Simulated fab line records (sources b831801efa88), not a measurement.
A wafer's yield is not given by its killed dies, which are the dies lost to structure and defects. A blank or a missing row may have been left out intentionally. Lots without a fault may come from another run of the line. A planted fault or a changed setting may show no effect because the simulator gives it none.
fab line records || flow sky130 || part 2 of 2: steps 24 to 31 of 31
record {"lots": 5, "wafers": 15, "lastDay": 50}
route steps=708 shown METAL5@671 PASSIVATION@681 PAD_OPEN@694
lots that met no fault: from a run of the same line without faults
startH: hours from the record's opening day to when the first of the lot's shown wafers began || waitH: time in hours since the lot's previous step || " repeats the value in the row above || L1.1+2: several wafers, shown together as one row || - no value, or no start was given || * or withheld: withheld || < > ~ a bound
route shown NAME@n: names a module that has steps shown in the file, with the first one's number in the route || usual: average and standard deviation across the fault-free wafers || same: alike in all rows || chamber/n: place in a boat || sites: the reading at each site || _std_site: how widely they spread, as a standard deviation || _edge_site: inner sites' mean taken away from outer sites' mean || radiusMm: for every site, how far away it sits from the centre of the wafer || mask NAME#n: copy n || behind: tool/chamber where the wafer was last shaped || hold: what put the lot on hold/how long, in hours/how the hold closed || device: the transistor (n, p or np) that didn't switch || end of line: at the end of the route, the tests of the same wafers || where a step has no rows: the recipe by itself || killed: not the wafer's yield, but the dies lost to structure and defects at the first sort || map: shows each die of a wafer: x if killed, . if not, _ if none is there
set.NAME: the run value of the setting; set.NAME@STEP: its run value at that earlier step || model.NAME: the simulator's own value behind a step, which no gauge read
a table for each step, a row for each wafer; lots at some steps of the route
services: from which hour (startH, from the record's first day; less than 0 if before it) a tool's chamber was out of use, for how many hours, and why
## steps
# step SKY_PAD_OPEN_DEHYDRATE_00
# recipe {"tempC": 200, "timeS": 60}
# usual {"exhaustPa": "44.8/0.88"}
# same {"timeS": 60}
{"lot.wafer": "L084.1", "tool": "lithoTrack-02", "chamber": 0, "startH": 1122.64, "waitH": 8.7, "exhaustPa": 45.0}
{"lot.wafer": "L084.3", "tool": "lithoTrack-02", "chamber": 0, "startH": 1122.64, "waitH": 8.7, "exhaustPa": 44.4}
{"lot.wafer": "L084.5", "tool": "lithoTrack-02", "chamber": 0, "startH": 1122.64, "waitH": 8.7, "exhaustPa": 43.7}
{"lot.wafer": "L089.3", "tool": "lithoTrack-01", "chamber": 0, "startH": 1150.48, "waitH": 8.8, "exhaustPa": 47.2}
{"lot.wafer": "L089.5", "tool": "lithoTrack-01", "chamber": 0, "startH": 1150.48, "waitH": 8.8, "exhaustPa": 45.1}
{"lot.wafer": "L089.6", "tool": "lithoTrack-01", "chamber": 0, "startH": 1150.48, "waitH": 8.8, "exhaustPa": 47.1}
{"lot.wafer": "L091.1", "tool": "lithoTrack-03", "chamber": 0, "startH": 1159.89, "waitH": 7.8, "exhaustPa": 44.4}
{"lot.wafer": "L091.5", "tool": "lithoTrack-03", "chamber": 0, "startH": 1159.89, "waitH": 7.8, "exhaustPa": 44.2}
{"lot.wafer": "L091.6", "tool": "lithoTrack-03", "chamber": 0, "startH": 1159.89, "waitH": 7.8, "exhaustPa": 44.6}
{"lot.wafer": "L096.1", "tool": "lithoTrack-02", "chamber": 0, "startH": 1182.34, "waitH": 7.3, "exhaustPa": 45.4}
{"lot.wafer": "L096.2", "tool": "lithoTrack-02", "chamber": 0, "startH": 1182.34, "waitH": 7.3, "exhaustPa": 45.6}
{"lot.wafer": "L096.3", "tool": "lithoTrack-02", "chamber": 0, "startH": 1182.34, "waitH": 7.3, "exhaustPa": 45.4}
{"lot.wafer": "L097.1", "tool": "lithoTrack-01", "chamber": 0, "startH": 1185.88, "waitH": 7.8, "exhaustPa": 43.1}
{"lot.wafer": "L097.2", "tool": "lithoTrack-01", "chamber": 0, "startH": 1185.88, "waitH": 7.8, "exhaustPa": 44.7}
{"lot.wafer": "L097.6", "tool": "lithoTrack-01", "chamber": 0, "startH": 1185.88, "waitH": 7.8, "exhaustPa": 44.6}
# step SKY_PAD_OPEN_HMDS_01
# recipe {"primeTimeS": 60, "primeTempC": 120}
# usual {"exhaustPa": "45.0/0.83"}
{"lot.wafer": "L084.1", "tool": "lithoTrack-02", "chamber": 0, "startH": 1122.79, "waitH": 0.1, "exhaustPa": 45.4}
{"lot.wafer": "L084.3", "tool": "lithoTrack-02", "chamber": 0, "startH": 1122.79, "waitH": 0.1, "exhaustPa": 45.1}
{"lot.wafer": "L084.5", "tool": "lithoTrack-02", "chamber": 0, "startH": 1122.79, "waitH": 0.1, "exhaustPa": 45.1}
{"lot.wafer": "L089.3", "tool": "lithoTrack-01", "chamber": 0, "startH": 1150.63, "waitH": 0.1, "exhaustPa": 46.1}
{"lot.wafer": "L089.5", "tool": "lithoTrack-01", "chamber": 0, "startH": 1150.63, "waitH": 0.1, "exhaustPa": 45.6}
{"lot.wafer": "L089.6", "tool": "lithoTrack-01", "chamber": 0, "startH": 1150.63, "waitH": 0.1, "exhaustPa": 44.9}
{"lot.wafer": "L091.1", "tool": "lithoTrack-03", "chamber": 0, "startH": 1160.04, "waitH": 0.1, "exhaustPa": 44.5}
{"lot.wafer": "L091.5", "tool": "lithoTrack-03", "chamber": 0, "startH": 1160.04, "waitH": 0.1, "exhaustPa": 45.2}
{"lot.wafer": "L091.6", "tool": "lithoTrack-03", "chamber": 0, "startH": 1160.04, "waitH": 0.1, "exhaustPa": 44.8}
{"lot.wafer": "L096.1", "tool": "lithoTrack-02", "chamber": 0, "startH": 1182.49, "waitH": 0.1, "exhaustPa": 44.9}
{"lot.wafer": "L096.2", "tool": "lithoTrack-02", "chamber": 0, "startH": 1182.49, "waitH": 0.1, "exhaustPa": 44.0}
{"lot.wafer": "L096.3", "tool": "lithoTrack-02", "chamber": 0, "startH": 1182.49, "waitH": 0.1, "exhaustPa": 46.0}
{"lot.wafer": "L097.1", "tool": "lithoTrack-01", "chamber": 0, "startH": 1186.03, "waitH": 0.1, "exhaustPa": 44.3}
{"lot.wafer": "L097.2", "tool": "lithoTrack-01", "chamber": 0, "startH": 1186.03, "waitH": 0.1, "exhaustPa": 44.6}
{"lot.wafer": "L097.6", "tool": "lithoTrack-01", "chamber": 0, "startH": 1186.03, "waitH": 0.1, "exhaustPa": 45.4}
# step SKY_PAD_OPEN_COAT_02
# recipe {"spinRpm": 2000, "resistThkNm": 3000}
# usual {"dispensePressureKPa": "51.6/1.5", "exhaustPa": "45.1/0.94"}
{"lot.wafer": "L084.1", "tool": "lithoTrack-02", "chamber": 0, "startH": 1122.94, "waitH": 0.1, "dispensePressureKPa": 49.6, "exhaustPa": 43.7}
{"lot.wafer": "L084.3", "tool": "lithoTrack-02", "chamber": 0, "startH": 1122.94, "waitH": 0.1, "dispensePressureKPa": 49.6, "exhaustPa": 43.8}
{"lot.wafer": "L084.5", "tool": "lithoTrack-02", "chamber": 0, "startH": 1122.94, "waitH": 0.1, "dispensePressureKPa": 49.6, "exhaustPa": 42.6}
{"lot.wafer": "L089.3", "tool": "lithoTrack-01", "chamber": 0, "startH": 1150.78, "waitH": 0.1, "dispensePressureKPa": 52.9, "exhaustPa": 45.7}
{"lot.wafer": "L089.5", "tool": "lithoTrack-01", "chamber": 0, "startH": 1150.78, "waitH": 0.1, "dispensePressureKPa": 53.0, "exhaustPa": 45.5}
{"lot.wafer": "L089.6", "tool": "lithoTrack-01", "chamber": 0, "startH": 1150.78, "waitH": 0.1, "dispensePressureKPa": 53.0, "exhaustPa": 45.5}
{"lot.wafer": "L091.1", "tool": "lithoTrack-03", "chamber": 0, "startH": 1160.19, "waitH": 0.1, "dispensePressureKPa": 52.1, "exhaustPa": 44.9}
{"lot.wafer": "L091.5", "tool": "lithoTrack-03", "chamber": 0, "startH": 1160.19, "waitH": 0.1, "dispensePressureKPa": 52.1, "exhaustPa": 46.1}
{"lot.wafer": "L091.6", "tool": "lithoTrack-03", "chamber": 0, "startH": 1160.19, "waitH": 0.1, "dispensePressureKPa": 52.1, "exhaustPa": 46.5}
{"lot.wafer": "L096.1", "tool": "lithoTrack-02", "chamber": 0, "startH": 1182.64, "waitH": 0.1, "dispensePressureKPa": 49.5, "exhaustPa": 45.4}
{"lot.wafer": "L096.2", "tool": "lithoTrack-02", "chamber": 0, "startH": 1182.64, "waitH": 0.1, "dispensePressureKPa": 49.5, "exhaustPa": 45.3}
{"lot.wafer": "L096.3", "tool": "lithoTrack-02", "chamber": 0, "startH": 1182.64, "waitH": 0.1, "dispensePressureKPa": 49.5, "exhaustPa": 46.2}
{"lot.wafer": "L097.1", "tool": "lithoTrack-01", "chamber": 0, "startH": 1186.18, "waitH": 0.1, "dispensePressureKPa": 53.0, "exhaustPa": 44.9}
{"lot.wafer": "L097.2", "tool": "lithoTrack-01", "chamber": 0, "startH": 1186.18, "waitH": 0.1, "dispensePressureKPa": 53.0, "exhaustPa": 43.0}
{"lot.wafer": "L097.6", "tool": "lithoTrack-01", "chamber": 0, "startH": 1186.18, "waitH": 0.1, "dispensePressureKPa": 53.0, "exhaustPa": 43.4}
# step SKY_PAD_OPEN_SOFTBAKE_03
# recipe {"tempC": 110, "timeS": "withheld"}
# usual {"exhaustPa": "44.7/0.76"}
{"lot.wafer": "L084.1", "tool": "lithoTrack-02", "chamber": 0, "startH": 1123.09, "waitH": 0.1, "exhaustPa": 44.1}
{"lot.wafer": "L084.3", "tool": "lithoTrack-02", "chamber": 0, "startH": 1123.09, "waitH": 0.1, "exhaustPa": 43.8}
{"lot.wafer": "L084.5", "tool": "lithoTrack-02", "chamber": 0, "startH": 1123.09, "waitH": 0.1, "exhaustPa": 43.4}
{"lot.wafer": "L089.3", "tool": "lithoTrack-01", "chamber": 0, "startH": 1150.94, "waitH": 0.1, "exhaustPa": 45.4}
{"lot.wafer": "L089.5", "tool": "lithoTrack-01", "chamber": 0, "startH": 1150.94, "waitH": 0.1, "exhaustPa": 43.9}
{"lot.wafer": "L089.6", "tool": "lithoTrack-01", "chamber": 0, "startH": 1150.94, "waitH": 0.1, "exhaustPa": 44.9}
{"lot.wafer": "L091.1", "tool": "lithoTrack-03", "chamber": 0, "startH": 1160.34, "waitH": 0.1, "exhaustPa": 44.1}
{"lot.wafer": "L091.5", "tool": "lithoTrack-03", "chamber": 0, "startH": 1160.34, "waitH": 0.1, "exhaustPa": 43.2}
{"lot.wafer": "L091.6", "tool": "lithoTrack-03", "chamber": 0, "startH": 1160.34, "waitH": 0.1, "exhaustPa": 43.6}
{"lot.wafer": "L096.1", "tool": "lithoTrack-02", "chamber": 0, "startH": 1182.79, "waitH": 0.1, "exhaustPa": 43.2}
{"lot.wafer": "L096.2", "tool": "lithoTrack-02", "chamber": 0, "startH": 1182.79, "waitH": 0.1, "exhaustPa": 43.4}
{"lot.wafer": "L096.3", "tool": "lithoTrack-02", "chamber": 0, "startH": 1182.79, "waitH": 0.1, "exhaustPa": 43.5}
{"lot.wafer": "L097.1", "tool": "lithoTrack-01", "chamber": 0, "startH": 1186.33, "waitH": 0.1, "exhaustPa": 44.6}
{"lot.wafer": "L097.2", "tool": "lithoTrack-01", "chamber": 0, "startH": 1186.33, "waitH": 0.1, "exhaustPa": 45.4}
{"lot.wafer": "L097.6", "tool": "lithoTrack-01", "chamber": 0, "startH": 1186.33, "waitH": 0.1, "exhaustPa": 44.3}
# step SKY_PAD_OPEN_EXPOSE_04
# recipe {"maskId": "PDM", "targetCdNm": 60000, "na": 0.57, "doseMj": 260}
# usual {"exposureDoseMJCm2": "260.06/0.21", "stageVelMmS": "499.98/0.27"}
{"lot.wafer": "L084.1", "tool": "ilineStepper-02", "chamber": 0, "startH": "-", "waitH": "-", "mask": "PDM#0", "exposureDoseMJCm2": 260.27, "stageVelMmS": 499.72}
{"lot.wafer": "L084.3", "tool": "ilineStepper-02", "chamber": 0, "startH": "-", "waitH": "-", "mask": "PDM#0", "exposureDoseMJCm2": 259.82, "stageVelMmS": 499.97}
{"lot.wafer": "L084.5", "tool": "ilineStepper-02", "chamber": 0, "startH": "-", "waitH": "-", "mask": "PDM#0", "exposureDoseMJCm2": 260.09, "stageVelMmS": 500.12}
{"lot.wafer": "L089.3", "tool": "ilineStepper-01", "chamber": 0, "startH": "-", "waitH": "-", "mask": "PDM#0", "exposureDoseMJCm2": 260.03, "stageVelMmS": 499.94}
{"lot.wafer": "L089.5", "tool": "ilineStepper-01", "chamber": 0, "startH": "-", "waitH": "-", "mask": "PDM#0", "exposureDoseMJCm2": 260.10, "stageVelMmS": 499.72}
{"lot.wafer": "L089.6", "tool": "ilineStepper-01", "chamber": 0, "startH": "-", "waitH": "-", "mask": "PDM#0", "exposureDoseMJCm2": 260.24, "stageVelMmS": 499.82}
{"lot.wafer": "L091.1", "tool": "ilineStepper-01", "chamber": 0, "startH": "-", "waitH": "-", "mask": "PDM#0", "exposureDoseMJCm2": 259.98, "stageVelMmS": 499.87}
{"lot.wafer": "L091.5", "tool": "ilineStepper-01", "chamber": 0, "startH": "-", "waitH": "-", "mask": "PDM#0", "exposureDoseMJCm2": 260.01, "stageVelMmS": 500.14}
{"lot.wafer": "L091.6", "tool": "ilineStepper-01", "chamber": 0, "startH": "-", "waitH": "-", "mask": "PDM#0", "exposureDoseMJCm2": 260.29, "stageVelMmS": 499.93}
{"lot.wafer": "L096.1", "tool": "ilineStepper-01", "chamber": 0, "startH": "-", "waitH": "-", "mask": "PDM#0", "exposureDoseMJCm2": 259.82, "stageVelMmS": 500.66}
{"lot.wafer": "L096.2", "tool": "ilineStepper-01", "chamber": 0, "startH": "-", "waitH": "-", "mask": "PDM#0", "exposureDoseMJCm2": 260.07, "stageVelMmS": 500.35}
{"lot.wafer": "L096.3", "tool": "ilineStepper-01", "chamber": 0, "startH": "-", "waitH": "-", "mask": "PDM#0", "exposureDoseMJCm2": 260.11, "stageVelMmS": 500.14}
{"lot.wafer": "L097.1", "tool": "ilineStepper-02", "chamber": 0, "startH": "-", "waitH": "-", "mask": "PDM#0", "exposureDoseMJCm2": 260.07, "stageVelMmS": 499.58}
{"lot.wafer": "L097.2", "tool": "ilineStepper-02", "chamber": 0, "startH": "-", "waitH": "-", "mask": "PDM#0", "exposureDoseMJCm2": 260.27, "stageVelMmS": 499.72}
{"lot.wafer": "L097.6", "tool": "ilineStepper-02", "chamber": 0, "startH": "-", "waitH": "-", "mask": "PDM#0", "exposureDoseMJCm2": 260.20, "stageVelMmS": 499.84}
# step SKY_PAD_OPEN_PEB_05
# recipe {"tempC": 115, "timeS": "withheld"}
# usual {"exhaustPa": "45.2/0.76"}
{"lot.wafer": "L084.1", "tool": "lithoTrack-01", "chamber": 0, "startH": "-", "waitH": "-", "exhaustPa": 44.3}
{"lot.wafer": "L084.3", "tool": "lithoTrack-01", "chamber": 0, "startH": "-", "waitH": "-", "exhaustPa": 45.8}
{"lot.wafer": "L084.5", "tool": "lithoTrack-01", "chamber": 0, "startH": "-", "waitH": "-", "exhaustPa": 44.5}
{"lot.wafer": "L089.3", "tool": "lithoTrack-03", "chamber": 0, "startH": "-", "waitH": "-", "exhaustPa": 45.2}
{"lot.wafer": "L089.5", "tool": "lithoTrack-03", "chamber": 0, "startH": "-", "waitH": "-", "exhaustPa": 45.5}
{"lot.wafer": "L089.6", "tool": "lithoTrack-03", "chamber": 0, "startH": "-", "waitH": "-", "exhaustPa": 45.8}
{"lot.wafer": "L091.1", "tool": "lithoTrack-01", "chamber": 0, "startH": "-", "waitH": "-", "exhaustPa": 45.1}
{"lot.wafer": "L091.5", "tool": "lithoTrack-01", "chamber": 0, "startH": "-", "waitH": "-", "exhaustPa": 46.4}
{"lot.wafer": "L091.6", "tool": "lithoTrack-01", "chamber": 0, "startH": "-", "waitH": "-", "exhaustPa": 44.6}
{"lot.wafer": "L096.1", "tool": "lithoTrack-02", "chamber": 0, "startH": "-", "waitH": "-", "exhaustPa": 44.9}
{"lot.wafer": "L096.2", "tool": "lithoTrack-02", "chamber": 0, "startH": "-", "waitH": "-", "exhaustPa": 44.9}
{"lot.wafer": "L096.3", "tool": "lithoTrack-02", "chamber": 0, "startH": "-", "waitH": "-", "exhaustPa": 44.9}
{"lot.wafer": "L097.1", "tool": "lithoTrack-01", "chamber": 0, "startH": "-", "waitH": "-", "exhaustPa": 45.0}
{"lot.wafer": "L097.2", "tool": "lithoTrack-01", "chamber": 0, "startH": "-", "waitH": "-", "exhaustPa": 45.6}
{"lot.wafer": "L097.6", "tool": "lithoTrack-01", "chamber": 0, "startH": "-", "waitH": "-", "exhaustPa": 45.0}
# step SKY_PAD_OPEN_DEVELOP_06
# recipe {"developTimeS": 60, "devTempC": 23}
# usual {"exhaustPa": "44.9/0.84"}
{"lot.wafer": "L084.1", "tool": "lithoTrack-01", "chamber": 0, "startH": "-", "waitH": "-", "exhaustPa": 45.4}
{"lot.wafer": "L084.3", "tool": "lithoTrack-01", "chamber": 0, "startH": "-", "waitH": "-", "exhaustPa": 44.9}
{"lot.wafer": "L084.5", "tool": "lithoTrack-01", "chamber": 0, "startH": "-", "waitH": "-", "exhaustPa": 45.3}
{"lot.wafer": "L089.3", "tool": "lithoTrack-03", "chamber": 0, "startH": "-", "waitH": "-", "exhaustPa": 44.7}
{"lot.wafer": "L089.5", "tool": "lithoTrack-03", "chamber": 0, "startH": "-", "waitH": "-", "exhaustPa": 44.8}
{"lot.wafer": "L089.6", "tool": "lithoTrack-03", "chamber": 0, "startH": "-", "waitH": "-", "exhaustPa": 43.8}
{"lot.wafer": "L091.1", "tool": "lithoTrack-01", "chamber": 0, "startH": "-", "waitH": "-", "exhaustPa": 45.1}
{"lot.wafer": "L091.5", "tool": "lithoTrack-01", "chamber": 0, "startH": "-", "waitH": "-", "exhaustPa": 45.2}
{"lot.wafer": "L091.6", "tool": "lithoTrack-01", "chamber": 0, "startH": "-", "waitH": "-", "exhaustPa": 45.1}
{"lot.wafer": "L096.1", "tool": "lithoTrack-02", "chamber": 0, "startH": "-", "waitH": "-", "exhaustPa": 44.1}
{"lot.wafer": "L096.2", "tool": "lithoTrack-02", "chamber": 0, "startH": "-", "waitH": "-", "exhaustPa": 43.2}
{"lot.wafer": "L096.3", "tool": "lithoTrack-02", "chamber": 0, "startH": "-", "waitH": "-", "exhaustPa": 44.6}
{"lot.wafer": "L097.1", "tool": "lithoTrack-01", "chamber": 0, "startH": "-", "waitH": "-", "exhaustPa": 44.8}
{"lot.wafer": "L097.2", "tool": "lithoTrack-01", "chamber": 0, "startH": "-", "waitH": "-", "exhaustPa": 44.9}
{"lot.wafer": "L097.6", "tool": "lithoTrack-01", "chamber": 0, "startH": "-", "waitH": "-", "exhaustPa": 45.0}
# step SKY_PAD_OPEN_ETCH_07
# recipe {"chemistry": "CF4/O2", "targetDepthNm": 725, "stopOn": "AlCu", "sourceW": 800, "biasW": 150, "pressureMtorr": 150, "cf4FlowSccm": 80, "O2_flow_sccm": 10, "timeS": 161.1}
# usual {"O2_flow_sccm": "10.003/0.03", "drypumpMotorCurrentA": "5.7/0.56", "oesProductAu": "0.975/0.0071", "throttleValvePct": "5.964/0.0093"}
# same {"timeS": 161.1}
{"lot.wafer": "L084.1", "tool": "rieDiel-01", "chamber": 0, "startH": 1133.33, "waitH": "-", "O2_flow_sccm": 9.968, "drypumpMotorCurrentA": 5.2, "oesProductAu": 0.973, "rfHoursCounterH": 3, "throttleValvePct": 5.963}
{"lot.wafer": "L084.3", "tool": "rieDiel-01", "chamber": 3, "startH": 1133.33, "waitH": "-", "O2_flow_sccm": 10.032, "drypumpMotorCurrentA": 5.2, "oesProductAu": 0.976, "rfHoursCounterH": 19, "throttleValvePct": 5.961}
{"lot.wafer": "L084.5", "tool": "rieDiel-01", "chamber": 3, "startH": 1133.33, "waitH": "-", "O2_flow_sccm": 9.976, "drypumpMotorCurrentA": 5.2, "oesProductAu": 0.977, "rfHoursCounterH": "-", "throttleValvePct": 5.965}
{"lot.wafer": "L089.3", "tool": "rieDiel-04", "chamber": 3, "startH": 1158.94, "waitH": "-", "O2_flow_sccm": 10.027, "drypumpMotorCurrentA": 5.1, "oesProductAu": 0.974, "rfHoursCounterH": 29, "throttleValvePct": 5.960}
{"lot.wafer": "L089.5", "tool": "rieDiel-04", "chamber": 1, "startH": 1158.94, "waitH": "-", "O2_flow_sccm": 9.944, "drypumpMotorCurrentA": 5.6, "oesProductAu": 0.965, "rfHoursCounterH": "-", "throttleValvePct": 5.939}
{"lot.wafer": "L089.6", "tool": "rieDiel-04", "chamber": 2, "startH": 1158.94, "waitH": "-", "O2_flow_sccm": 10.012, "drypumpMotorCurrentA": 5.2, "oesProductAu": 0.971, "rfHoursCounterH": "-", "throttleValvePct": 5.960}
{"lot.wafer": "L091.1", "tool": "rieDiel-03", "chamber": 3, "startH": 1169.03, "waitH": "-", "O2_flow_sccm": 10.009, "drypumpMotorCurrentA": 6.3, "oesProductAu": 0.973, "rfHoursCounterH": 26, "throttleValvePct": 5.958}
{"lot.wafer": "L091.5", "tool": "rieDiel-03", "chamber": 2, "startH": 1169.03, "waitH": "-", "O2_flow_sccm": 10.000, "drypumpMotorCurrentA": 6.5, "oesProductAu": 0.977, "rfHoursCounterH": "-", "throttleValvePct": 5.956}
{"lot.wafer": "L091.6", "tool": "rieDiel-03", "chamber": 1, "startH": 1169.03, "waitH": "-", "O2_flow_sccm": 9.950, "drypumpMotorCurrentA": 6.3, "oesProductAu": 0.979, "rfHoursCounterH": "-", "throttleValvePct": 5.984}
{"lot.wafer": "L096.1", "tool": "rieDiel-01", "chamber": 3, "startH": 1191.14, "waitH": "-", "O2_flow_sccm": 10.016, "drypumpMotorCurrentA": 5.2, "oesProductAu": 0.969, "rfHoursCounterH": 22, "throttleValvePct": 5.974}
{"lot.wafer": "L096.2", "tool": "rieDiel-01", "chamber": 1, "startH": 1191.14, "waitH": "-", "O2_flow_sccm": 10.053, "drypumpMotorCurrentA": 6.6, "oesProductAu": 0.970, "rfHoursCounterH": 12, "throttleValvePct": 5.962}
{"lot.wafer": "L096.3", "tool": "rieDiel-01", "chamber": 2, "startH": 1191.14, "waitH": "-", "O2_flow_sccm": 9.968, "drypumpMotorCurrentA": 5.2, "oesProductAu": 0.987, "rfHoursCounterH": 7, "throttleValvePct": 5.973}
{"lot.wafer": "L097.1", "tool": "rieDiel-03", "chamber": 3, "startH": 1194.08, "waitH": "-", "O2_flow_sccm": 10.059, "drypumpMotorCurrentA": 6.3, "oesProductAu": 0.968, "rfHoursCounterH": 26, "throttleValvePct": 5.959}
{"lot.wafer": "L097.2", "tool": "rieDiel-03", "chamber": 2, "startH": 1194.08, "waitH": "-", "O2_flow_sccm": 10.021, "drypumpMotorCurrentA": 6.4, "oesProductAu": 0.966, "rfHoursCounterH": 22, "throttleValvePct": 5.975}
{"lot.wafer": "L097.6", "tool": "rieDiel-03", "chamber": 2, "startH": 1194.08, "waitH": "-", "O2_flow_sccm": 10.028, "drypumpMotorCurrentA": 6.5, "oesProductAu": 0.986, "rfHoursCounterH": "-", "throttleValvePct": 5.971}
## services
{"tool": "pecvd-01", "chamber": 0, "startH": 1074.48, "hours": 6.1, "kind": "repair"}
{"tool": "rieDiel-02", "chamber": 3, "startH": 1077.73, "hours": 5.2, "kind": "repair"}
{"tool": "pecvd-01", "chamber": "-", "startH": 1077.76, "hours": 0.6, "kind": "repair"}
{"tool": "rieDiel-01", "chamber": "-", "startH": 1083.64, "hours": 2.2, "kind": "repair"}
{"tool": "rieDiel-01", "chamber": 3, "startH": 1084.37, "hours": 10.9, "kind": "repair"}
{"tool": "rieDiel-01", "chamber": 0, "startH": 1092.35, "hours": 16.3, "kind": "repair"}
{"tool": "rieDiel-02", "chamber": "-", "startH": 1096.25, "hours": 0.8, "kind": "repair"}
{"tool": "rieDiel-04", "chamber": "-", "startH": 1098.35, "hours": 0.4, "kind": "repair"}
{"tool": "rieDiel-02", "chamber": 3, "startH": 1109.42, "hours": 1.6, "kind": "repair"}
{"tool": "rieDiel-04", "chamber": 2, "startH": 1113.27, "hours": 2.2, "kind": "repair"}
{"tool": "rieDiel-01", "chamber": "-", "startH": 1124.02, "hours": 0.9, "kind": "repair"}
{"tool": "plasmaAsher-02", "chamber": "-", "startH": 1125.64, "hours": 0.7, "kind": "repair"}
{"tool": "rieDiel-01", "chamber": 1, "startH": 1127.19, "hours": 36.1, "kind": "repair"}
{"tool": "pecvd-01", "chamber": "-", "startH": 1127.51, "hours": 1.8, "kind": "repair"}
{"tool": "rieDiel-01", "chamber": 3, "startH": 1128.66, "hours": 2.4, "kind": "repair"}
{"tool": "rieDiel-03", "chamber": "-", "startH": 1133.20, "hours": 4.3, "kind": "pm"}
{"tool": "pecvd-04", "chamber": "-", "startH": 1134.71, "hours": 14.6, "kind": "pm"}
{"tool": "rieDiel-02", "chamber": 2, "startH": 1138.28, "hours": 3.9, "kind": "repair"}
{"tool": "pecvd-04", "chamber": 2, "startH": 1154.84, "hours": 6.0, "kind": "repair"}
{"tool": "wetBench-03", "chamber": "-", "startH": 1164.75, "hours": 1.6, "kind": "repair"}
{"tool": "rieDiel-01", "chamber": 0, "startH": 1165.78, "hours": 6.8, "kind": "repair"}
{"tool": "rieDiel-04", "chamber": 0, "startH": 1167.80, "hours": 3.9, "kind": "repair"}
{"tool": "ilineStepper-02", "chamber": "-", "startH": 1169.21, "hours": 1.7, "kind": "pm"}
{"tool": "plasmaAsher-03", "chamber": "-", "startH": 1174.94, "hours": 14.6, "kind": "pm"}
